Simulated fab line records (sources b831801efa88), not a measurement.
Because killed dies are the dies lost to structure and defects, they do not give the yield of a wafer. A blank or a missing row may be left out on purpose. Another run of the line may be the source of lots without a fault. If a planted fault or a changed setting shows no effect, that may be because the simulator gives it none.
Chamber matching	flow gf180mcu	GF_CONTACT_CMP_04 on cmp-02 has 4 sister chambers
The step polishes SiO2. 4 wafers are shown with their chamber, then 8 later ones without.

WAFERS PAIRED WITH THEIR CHAMBERS
wafer	chamber	motor current A (A)
L488.4	2	11.0
L495.1	1	11.8
L495.2	3	12.5
L504.1	0	14.2

WAFERS WITH NO CHAMBER GIVEN
wafer	motor current A (A)
L504.2	11.3
L504.4	11.8
L505.1	11.0
L505.3	11.4
L505.5	11.4
L506.1	13.0
L506.4	11.5
L506.5	14.6

THE CHAMBER EACH PASSED THROUGH
wafer	from the rows above	in truth
L504.2	can't be placed: 2 or 1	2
L504.4	1	1
L505.1	2	2
L505.3	can't be placed: 1 or 2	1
L505.5	can't be placed: 1 or 2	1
L506.1	3	3
L506.4	can't be placed: 1 or 2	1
L506.5	0	0
4 of 8 placed correctly. Unplaceable from these rows: 4, with the true chamber sitting among the candidates in 4. Wrongly placed: 0.
How it was worked out, from the rows above alone: a wafer's distance from a chamber is the root of the sum, over the readings, of the square of ((its reading less the chamber's mean) divided by the reading's scatter). The wafer belongs to the nearest chamber; if the next one is less than 2 further off, it can't be placed. A chamber's mean is the mean of its shown wafers. The scatter (one wafer shown for each chamber): square how far every hidden wafer sits from the nearest shown wafer, average those squares and take the square root.
